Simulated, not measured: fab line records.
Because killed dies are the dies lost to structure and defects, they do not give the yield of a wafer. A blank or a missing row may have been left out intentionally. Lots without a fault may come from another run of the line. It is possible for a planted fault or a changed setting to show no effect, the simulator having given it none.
Which tool did it?    flow sky130    Sampling: 14 lots, 42 wafers, 4 of 708 route steps

WHAT EACH GAUGE READ, for each wafer
SKY_POLY_GATE_THK_MEAS_04.
lot   measured      on             POLY_GATE_CVD_03_THK (nm)
L168  day 15 02:01  film metro-02  75.7 75.3 74.8
L170  day 15 20:31  film metro-01  75.5 75.9 75.5
L171  day 16 05:09  film metro-02  75.8 75.4 75.6
L172  day 16 07:34  film metro-02  75.7 75.7 75.2
L173  day 17 07:23  film metro-02  75.3 75.9 75.4
L174  day 17 15:37  film metro-02  76.0 76.5 76.0
L176  day 18 07:22  film metro-02  75.7 75.6 75.8
L178  day 19 04:23  film metro-02  75.5 75.4 75.7
L179  day 19 11:06  film metro-01  74.9 75.2 75.7
L180  day 19 19:18  film metro-03  74.6 74.9 74.8
L182  day 20 10:56  film metro-02  74.5 75.1 75.1
L189  day 22 19:17  film metro-02  75.9 75.6 75.3
L190  day 22 23:44  film metro-02  74.9 75.0 74.5
L191  day 23 11:06  film metro-03  74.8 75.0 75.4

SKY_POLY_GATE_OVL_MEAS_14.
lot   measured      on          POLY_GATE_OVL (nm)
L168  day 16 06:02  overlay-02  6 -3 0
L170  day 17 00:14  overlay-01  -2 -7 6
L171  day 17 09:21  overlay-02  -2 -3 -7
L172  day 17 11:37  overlay-02  -2 -2 0
L173  day 18 13:41  overlay-01  -3 -13 -11
L174  day 18 22:05  overlay-01  -2 5 -3
L176  day 19 14:56  overlay-01  -12 -3 -2
L178  day 20 11:44  overlay-01  5 10 8
L179  day 20 18:14  overlay-02  6 0 -3
L180  day 21 01:47  overlay-01  -10 -15 -7
L182  day 21 17:59  overlay-02  -11 -2 -4
L189  day 24 02:04  overlay-02  0 -2 2
L190  day 24 05:53  overlay-01  -6 -3 -12
L191  day 24 17:44  overlay-02  3 1 -4

SKY_LDD_N_OVL_MEAS_07.
lot   measured      on          LDD_N_OVL (nm)
L168  day 17 15:13  overlay-01  -1.9 -3.4 -1.5
L170  day 18 08:41  overlay-02  -0.2 -2.0 -2.2
L171  day 18 17:10  overlay-02  1.0 0.7 -1.0
L172  day 18 20:49  overlay-01  -2.7 -1.0 -1.2
L173  day 19 22:22  overlay-02  -0.3 2.1 1.6
L174  day 20 09:17  overlay-02  0.8 0.1 -0.7
L176  day 21 00:05  overlay-02  -2.9 0.2 -0.9
L178  day 21 21:23  overlay-01  -1.8 -1.6 -1.1
L179  day 22 01:43  overlay-02  - - -
L180  day 22 09:47  overlay-01  - - -
L182  day 23 01:54  overlay-01  -1.4 -1.6 -1.8
L189  day 25 09:30  overlay-02  -2.6 1.6 -0.1
L190  day 25 13:10  overlay-01  -1.3 -1.6 -0.5
L191  day 25 23:58  overlay-02  -1.5 -0.2 2.1

WHAT TOOL EACH LOT RAN ON (gives the tool, then ch and the chambers of the sampled wafers, and finally the start)
lot   SKY_LDD_N_DEVELOP_06
L168  litho track-02 ch 0, day 17 15:04
L170  litho track-04 ch 0, day 18 08:32
L171  litho track-02 ch 0, day 18 17:02
L172  litho track-01 ch 0, day 18 20:41
L173  litho track-01 ch 0, day 19 22:14
L174  litho track-04 ch 0, day 20 09:10
L176  litho track-04 ch 0, day 20 23:58
L178  litho track-04 ch 0, day 21 21:14
L179  litho track-01, day 22 01:37
L180  litho track-04, day 22 09:38
L182  litho track-02 ch 0, day 23 01:45
L189  litho track-02 ch 0, day 25 09:21
L190  litho track-01 ch 0, day 25 13:02
L191  litho track-01 ch 0, day 25 23:50
- SKY_LDD_N_DEVELOP_06: develop time 60 s.

WHAT THE TOOLS THEMSELVES READ (means of the sampled wafers that have a number; where no wafer has one, the mark that the record gives instead)
SKY_LDD_N_DEVELOP_06.
lot   tool            chill plate temp C (C)
L168  litho track-02  22.88
L170  litho track-04  22.91
L171  litho track-02  23.04
L172  litho track-01  22.97
L173  litho track-01  22.87
L174  litho track-04  23.03
L176  litho track-04  23.23
L178  litho track-04  23.04
L179  litho track-01  -
L180  litho track-04  -
L182  litho track-02  23.13
L189  litho track-02  23.05
L190  litho track-01  22.90
L191  litho track-01  23.01

THE ANSWER, worked out from the rows above alone
Rule: the usual values come from the lots themselves. Put in order of their means at a reading, lots are off if they are a third of the lots or fewer, leave a main group of 4 or more, and stand apart from it by a gap of 3 or more times the standard deviation of the main group's means; of several such gaps the widest counts. The tables above print the reading to a certain number of digits; a main group whose means all agree to those digits is not used. Also off: a lot with no number at a reading for which 4 or more lots have one. The other lots that the step has rows for count as sound. Order of review: gauges by route order, followed by the tools' own readings, for which a lot's mean as printed above is used. At the first step where some lot is off, the reading lying furthest off is the one used; lots without a number count as furthest.
Off: at SKY_LDD_N_OVL_MEAS_07 (LDD_N_OVL), L179, L180. Without a number there: L179, L180. The main group: mean -0.8 nm, standard deviation 0.97.
If a tool, at a process step before that reading, ran all the lots that are off and no sound lot after the first of them, it fits. Not tried: the gauges at SKY_LDD_N_OVL_MEAS_07; whatever is off there is also off at SKY_LDD_N_DEVELOP_06, on other tools, and gauge error can't account for it. Not one of the candidates tried fits.

WHAT THE SIMULATOR HAD INSERTED
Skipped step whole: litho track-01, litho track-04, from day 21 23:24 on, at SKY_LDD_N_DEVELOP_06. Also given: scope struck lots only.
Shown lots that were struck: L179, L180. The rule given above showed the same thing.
